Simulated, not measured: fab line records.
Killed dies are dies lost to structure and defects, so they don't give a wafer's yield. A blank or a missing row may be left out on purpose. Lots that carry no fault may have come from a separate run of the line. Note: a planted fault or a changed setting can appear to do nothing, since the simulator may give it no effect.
Problem report in the 8D (eight disciplines) form, filled by code || flow gf180mcu || the parts of the form that need people (team, actions taken, sign-off) are left out

## 1. WHAT WENT WRONG
Wafers without a fault read 160.00, standard deviation 0.047; beamEnergyKeV at GF_NWELL_IMPLANT_09 reads a mean of 174.15 on 6 wafers belonging to 2 lots. So: +99 or more standard deviations from the usual mean.
Earliest sighting: wafer L293.1 on implanter-02 at day 6 20:33. At this step, 18 wafers from 6 lots have a number in the record. The rule behind "out" and "out of limits": a value lying over 4 standard deviations away from the usual mean. The rest of the wafers with a number are treated as sound.

## 2. WHAT IT IS AND WHAT IT IS NOT
{"question": "which readings at this step", "is": "beamEnergyKeV", "is not": "faradayCurrentUA"}
{"question": "which lots", "is": "L293, L296", "is not": "L279, L281, L285, L301"}
{"question": "which wafers of those lots", "is": "all that have a number", "is not": "-"}
{"question": "read on which tools", "is": "implanter-02", "is not": "implanter-03"}
{"question": "when", "is": "from day 6 20:33", "is not": "up to then (9 sound wafers); but 3 sound wafers of L301 came after"}

## 3. THE SUSPECTS, EACH WITH WHAT RULES IT OUT
Counting: any tool at a process step up to the reading is kept as a suspect provided that every lot that is out went through it and no sound lot did after the first of them.
- implanter-02 at GF_NWELL_IMPLANT_09: kept. It ran every lot that is out, first L293 (day 6 20:33), and no sound lot after that; its last sound lot up to then is L281 (day 4 08:56). On those wafers its own readings are out: beamEnergyKeV.
Left after counting: implanter-02 at GF_NWELL_IMPLANT_09.

## 4. THE CAUSE (what the simulator had put in)
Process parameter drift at GF_NWELL_IMPLANT_09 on implanter-02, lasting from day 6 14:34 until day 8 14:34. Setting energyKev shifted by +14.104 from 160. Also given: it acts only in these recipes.
The count eliminated every tool but this one.

## 5. SEQUENCE OF EFFECTS, ordered by route
One row per reading whose mean, taken over the struck wafers that have a number, lies over 3 standard deviations from the usual. Readings are gone through only where the record gives a usual standard deviation; hours: the median, over the lots, of the time from a lot's start at the first step in this table giving one to that lot's start at this step; sigmas: the change measured in usual standard deviations.
{"hours": 0, "step": "GF_NWELL_IMPLANT_09", "reading": "beamEnergyKeV", "usual": 160.00, "on struck wafers": 174.15, "change": "+14.15", "sigmas": "+99 or more"}
Process steps it contains:
- GF_NWELL_IMPLANT_09

## 6. WHAT WOULD HAVE CAUGHT IT SOONER
In this record no reading fell out of limits until day 6 20:33, 6 hours after the fault had begun at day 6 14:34.
